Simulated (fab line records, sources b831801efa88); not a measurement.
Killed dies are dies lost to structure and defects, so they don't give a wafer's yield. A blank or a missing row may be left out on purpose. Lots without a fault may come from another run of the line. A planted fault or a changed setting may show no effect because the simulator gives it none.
One fault seen from 2 desks | flow sky130 | each desk has only its own numbers; what lay behind them comes last

THE METROLOGY DESK
What the gauges read, lot by lot, whatever tool the lot ran on: means of the sampled wafers that have a number. A lot is out of limits, marked OUT, if its mean lies more than 4 standard deviations from the usual mean; the brackets give that distance.
Columns: A = CAPM_TIN_THK at SKY_CAPM_THK_MEAS_04, usual 204.3 nm; B = CAP2M_CVD_00_THK at SKY_CAP2M_THK_MEAS_01, usual 15.51 nm
lot  | first seen here | A     | B
L757 | day 36 03:11    | 202.6 | 15.75
L758 | day 36 17:22    | 207.8 | 15.34
L760 | day 37 11:26    | 203.5 | 15.48
L762 | day 38 17:10    | 202.6 | 15.54
L765 | day 39 05:58    | 205.4 | 15.35
L767 | day 39 16:17    | 207.9 | 15.64
L771 | day 40 21:01    | 207.6 | 15.43
L772 | day 41 03:46    | 205.7 | 17.50 (+9.1) OUT
L773 | day 41 10:01    | 206.0 | 17.34 (+8.3) OUT
L778 | day 42 21:21    | 203.6 | 15.73
L780 | day 43 02:54    | 206.3 | 15.59
This desk's finding: out of limits on L772, L773; first on L772, day 44 06:25 (CAP2M_CVD_00_THK at SKY_CAP2M_THK_MEAS_01). In limits: L757, L758, L760, L762, L765, L767, L771, L778, L780.

THE TOOL OWNER'S DESK: pecvd-01
The tool's own readings at SKY_CAP2M_CVD_00 (deposits SiO2, target thk 15.5 nm): means of the sampled wafers that have a number, for each lot that ran on this tool. A lot is out of limits, marked OUT, if its mean lies more than 4 standard deviations from the usual mean; the brackets give that distance.
Columns: A = heater_power_w at SKY_CAP2M_CVD_00, usual 778 W
lot  | first seen here | A
L758 | day 40 00:34    | 715
L760 | day 40 18:11    | 808
L765 | day 42 10:12    | 802
L767 | day 42 19:55    | 706
L772 | day 44 06:23    | 712
L773 | day 44 11:20    | 775
This desk's finding: nothing out of limits on any of the 6 lots.

PUT TOGETHER
The metrology desk could have raised an alarm at day 44 06:25, on L772, L773.
The tool owner's desk saw nothing out of limits.
The tool owner's desk has L772, L773 on record, within its limits.
Of the lots named, all ran SKY_CAP2M_CVD_00 on pecvd-01.

WHAT THE SIMULATOR HAD PUT IN
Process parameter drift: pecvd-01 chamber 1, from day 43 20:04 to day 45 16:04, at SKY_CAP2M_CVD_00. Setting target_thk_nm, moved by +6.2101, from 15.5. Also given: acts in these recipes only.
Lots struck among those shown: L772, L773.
Hours from the fault's start to each desk's first reading out of limits: the metrology desk, 10.
